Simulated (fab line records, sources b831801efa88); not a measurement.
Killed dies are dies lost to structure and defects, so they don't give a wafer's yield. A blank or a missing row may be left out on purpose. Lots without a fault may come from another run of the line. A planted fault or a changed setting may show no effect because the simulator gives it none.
Chamber matching | flow sky130 | SKY_CONTACT_ETCH_17 on rie_diel-03: 4 sister chambers
The step etches SiO2 in C4F8/O2/Ar, stops on Si3N4, target depth 340 nm. 4 wafers are shown with their chamber, then 8 later ones without.

WAFERS WITH THEIR CHAMBER
wafer  | chamber | oes_product_au (a.u.)
L402.2 | 2       | 0.890
L404.5 | 0       | 0.892
L404.6 | 1       | 0.905
L405.1 | 3       | 0.892

WAFERS WITHOUT THEIR CHAMBER
wafer  | oes_product_au (a.u.)
L405.4 | 0.896
L405.5 | 0.885
L408.1 | 0.901
L408.2 | 0.894
L408.3 | 0.897
L410.2 | 0.888
L410.3 | 0.886
L410.5 | 0.882

WHICH CHAMBER EACH WENT THROUGH
wafer  | from the rows above               | in truth
L405.4 | can't be placed: 0 or 3 or 2 or 1 | 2
L405.5 | can't be placed: 2 or 0 or 3      | 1
L408.1 | can't be placed: 1 or 0 or 3 or 2 | 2
L408.2 | can't be placed: 0 or 3 or 2 or 1 | 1
L408.3 | can't be placed: 0 or 3 or 2 or 1 | 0
L410.2 | can't be placed: 2 or 0 or 3      | 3
L410.3 | can't be placed: 2 or 0 or 3      | 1
L410.5 | can't be placed: 2 or 0 or 3      | 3
Placed correctly: 0 of 8. Can't be placed from these rows: 8 (the true chamber is among the candidates in 6). Placed wrongly: 0.
How it was worked out, from the rows above alone: a wafer's distance from a chamber is the root of the sum, over the readings, of the square of ((its reading less the chamber's mean) divided by the reading's scatter). The wafer belongs to the nearest chamber; if the next one is less than 2 further off, it can't be placed. A chamber's mean is the mean of its shown wafers. The scatter: with one shown wafer a chamber, the root of the mean of the squares of how far each hidden wafer lies from its nearest shown one.
